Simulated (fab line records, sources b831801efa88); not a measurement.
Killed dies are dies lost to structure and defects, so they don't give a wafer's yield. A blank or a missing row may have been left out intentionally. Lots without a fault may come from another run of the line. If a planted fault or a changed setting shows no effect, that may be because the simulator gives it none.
Which of the tools did it? / flow sky130 / 14 lots, 42 wafers sampled, at 3 steps of a route of 708

== WHAT EACH GAUGE READ, for each wafer ==
SKY_POLY_CUT_CD_MEAS_08 targets a cd of 270 nm.
lot=L137; measured=day 24 07:59; on=cd-sem-01; cd-nm (nm)=267.8 270.0 268.1
lot=L142; measured=day 26 16:27; on=cd-sem-02; cd-nm (nm)=269.4 268.8 269.3
lot=L143; measured=day 26 18:35; on=cd-sem-02; cd-nm (nm)=270.6 272.3 271.0
lot=L141; measured=day 26 18:53; on=cd-sem-01; cd-nm (nm)=268.2 268.2 269.1
lot=L148; measured=day 28 07:25; on=cd-sem-02; cd-nm (nm)=269.0 268.4 269.6
lot=L151; measured=day 29 11:44; on=cd-sem-02; cd-nm (nm)=269.9 270.8 271.0
lot=L152; measured=day 30 02:44; on=cd-sem-02; cd-nm (nm)=267.8 267.8 267.6
lot=L154; measured=day 30 15:02; on=cd-sem-01; cd-nm (nm)=271.0 271.2 271.2
lot=L153; measured=day 30 19:03; on=cd-sem-01; cd-nm (nm)=271.6 270.1 269.9
lot=L156; measured=day 31 02:28; on=cd-sem-02; cd-nm (nm)=273.6 271.7 272.0
lot=L155; measured=day 31 04:02; on=cd-sem-02; cd-nm (nm)=270.9 269.6 269.5
lot=L157; measured=day 31 04:14; on=cd-sem-01; cd-nm (nm)=268.0 267.4 267.8
lot=L158; measured=day 31 17:17; on=cd-sem-02; cd-nm (nm)=269.6 271.2 270.3
lot=L159; measured=day 31 21:30; on=cd-sem-01; cd-nm (nm)=268.5 269.1 268.9

SKY_CONTACT_CD_MEAS_14 targets a cd of 170 nm.
lot=L137; measured=day 31 16:09; on=cd-sem-02; cd-nm (nm)=170.7 169.8 170.5
lot=L142; measured=day 33 20:20; on=cd-sem-01; cd-nm (nm)=169.7 170.5 169.7
lot=L143; measured=day 33 22:34; on=cd-sem-01; cd-nm (nm)=169.1 168.9 170.2
lot=L141; measured=day 33 23:37; on=cd-sem-02; cd-nm (nm)=170.7 170.6 169.6
lot=L148; measured=day 35 07:29; on=cd-sem-01; cd-nm (nm)=166.7 168.4 168.2
lot=L151; measured=day 36 09:19; on=cd-sem-02; cd-nm (nm)=168.8 169.3 170.3
lot=L152; measured=day 37 00:29; on=cd-sem-01; cd-nm (nm)=170.7 170.2 171.2
lot=L154; measured=day 37 13:02; on=cd-sem-02; cd-nm (nm)=170.0 171.2 170.2
lot=L153; measured=day 37 15:50; on=cd-sem-02; cd-nm (nm)=171.5 170.7 171.5
lot=L156; measured=day 37 22:55; on=cd-sem-01; cd-nm (nm)=167.7 167.8 166.5
lot=L155; measured=day 38 00:04; on=cd-sem-01; cd-nm (nm)=172.0 171.6 170.3
lot=L157; measured=day 38 01:10; on=cd-sem-02; cd-nm (nm)=167.9 169.1 167.7
lot=L158; measured=day 38 13:58; on=cd-sem-02; cd-nm (nm)=168.7 168.3 168.4
lot=L159; measured=day 38 18:32; on=cd-sem-01; cd-nm (nm)=172.1 171.4 171.1

SKY_CONTACT_OVL_MEAS_15.
lot=L137; measured=day 31 16:16; on=overlay-01; CONTACT_OVL (nm)=8 -2 7
lot=L142; measured=day 33 20:27; on=overlay-01; CONTACT_OVL (nm)=0 -5 -9
lot=L143; measured=day 33 22:41; on=overlay-02; CONTACT_OVL (nm)=4 3 7
lot=L141; measured=day 33 23:43; on=overlay-01; CONTACT_OVL (nm)=-7 3 -1
lot=L148; measured=day 35 07:35; on=overlay-02; CONTACT_OVL (nm)=1 0 6
lot=L151; measured=day 36 09:25; on=overlay-01; CONTACT_OVL (nm)=0 2 0
lot=L152; measured=day 37 00:36; on=overlay-02; CONTACT_OVL (nm)=1 2 -2
lot=L154; measured=day 37 13:09; on=overlay-01; CONTACT_OVL (nm)=8 6 1
lot=L153; measured=day 37 15:57; on=overlay-01; CONTACT_OVL (nm)=-5 2 -3
lot=L156; measured=day 37 23:02; on=overlay-01; CONTACT_OVL (nm)=3 4 5
lot=L155; measured=day 38 00:11; on=overlay-01; CONTACT_OVL (nm)=-3 -3 -1
lot=L157; measured=day 38 01:17; on=overlay-02; CONTACT_OVL (nm)=0 1 5
lot=L158; measured=day 38 14:05; on=overlay-01; CONTACT_OVL (nm)=-11 -3 -6
lot=L159; measured=day 38 18:39; on=overlay-02; CONTACT_OVL (nm)=-11 0 -1

== WHAT TOOL EACH LOT RAN ON (gives the tool, then ch and the chambers of the sampled wafers, and finally the start) ==
Before these readings, the record contains no process step.

== AS READ BY THE TOOLS THEMSELVES (means over the sampled wafers that have a number; for cases with no such wafer, the mark the record gives instead) ==
The record holds no such reading with a usual standard deviation.

== THE ANSWER, worked out from the rows above alone ==
Rule: what is usual is taken from the lots themselves. The widest of any qualifying gaps counts: lots, ordered by their means at a reading, are off when they make up no more than a third of the lots, leave a main group of 4 or more, and stand apart from it by 3 or more times the standard deviation of that group's means. A main group is skipped when, at the precision printed for the reading in the tables above, its means are all equal. Also off: a lot with no number at a reading for which 4 or more lots have one. Any other lot the step has rows for is counted as sound. First the gauges in route order, then the tools' own readings, where a lot's mean is used as printed above. At the first step where some lot is off, the reading lying furthest off is the one used; lots without a number count as furthest.
No lot is off at any reading shown: from this, nothing can be told.

== WHAT THE SIMULATOR HAD INSERTED ==
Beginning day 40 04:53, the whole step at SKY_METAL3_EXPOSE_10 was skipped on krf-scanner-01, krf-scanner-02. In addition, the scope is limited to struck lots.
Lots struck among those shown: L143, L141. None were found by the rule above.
